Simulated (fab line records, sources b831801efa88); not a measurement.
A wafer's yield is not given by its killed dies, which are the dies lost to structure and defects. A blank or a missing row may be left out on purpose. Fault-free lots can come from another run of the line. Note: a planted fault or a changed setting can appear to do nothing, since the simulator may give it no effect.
Matching of chambers / flow sfq-line / SFQ_TRILAYER_C5_BARC_OPEN_VIA_ETCH_210 on rie-diel-03: 4 sister chambers
The step etches BARC in O2, target depth 125 nm, time 41.7 s. 8 wafers are shown with their chamber, then 7 later ones without.

## WAFERS WITH THEIR CHAMBER
wafer=L271.1; chamber=2; oes-product-au (a.u.)=0.685
wafer=L271.4; chamber=3; oes-product-au (a.u.)=0.687
wafer=L271.5; chamber=1; oes-product-au (a.u.)=0.691
wafer=L272.1; chamber=0; oes-product-au (a.u.)=0.683
wafer=L272.2; chamber=1; oes-product-au (a.u.)=0.686
wafer=L272.4; chamber=3; oes-product-au (a.u.)=0.691
wafer=L273.2; chamber=2; oes-product-au (a.u.)=0.684
wafer=L273.3; chamber=0; oes-product-au (a.u.)=0.686

## WAFERS WHOSE CHAMBER IS MISSING
wafer=L273.5; oes-product-au (a.u.)=0.685
wafer=L275.3; oes-product-au (a.u.)=0.682
wafer=L275.4; oes-product-au (a.u.)=0.689
wafer=L275.5; oes-product-au (a.u.)=0.688
wafer=L276.3; oes-product-au (a.u.)=0.681
wafer=L276.5; oes-product-au (a.u.)=0.690
wafer=L276.6; oes-product-au (a.u.)=0.682

## THE CHAMBER EACH PASSED THROUGH
wafer=L273.5; from the rows above=can't be placed: 0 or 2 or 1 or 3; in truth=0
wafer=L275.3; from the rows above=can't be placed: 0 or 2 or 1 or 3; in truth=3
wafer=L275.4; from the rows above=can't be placed: 3 or 1 or 0 or 2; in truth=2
wafer=L275.5; from the rows above=can't be placed: 1 or 3 or 0 or 2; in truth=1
wafer=L276.3; from the rows above=can't be placed: 0 or 2 or 1 or 3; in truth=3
wafer=L276.5; from the rows above=can't be placed: 3 or 1 or 0 or 2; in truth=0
wafer=L276.6; from the rows above=can't be placed: 0 or 2 or 1 or 3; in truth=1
Correctly placed: 0 of 7. Can't be placed from these rows: 7 (the true chamber is among the candidates in 7). Number placed wrongly: 0.
How it was worked out, from the rows above alone: a wafer's distance from a chamber is the root of the sum, over the readings, of the square of ((its reading less the chamber's mean) divided by the reading's scatter). If the next closest chamber is less than 2 further off than the closest, the wafer can't be placed; otherwise it belongs to the closest. A chamber's mean is the mean of its shown wafers. The scatter: take each reading less its chamber's mean, square it, sum over the shown wafers, divide by the number of wafers less the number of chambers, and take the root.
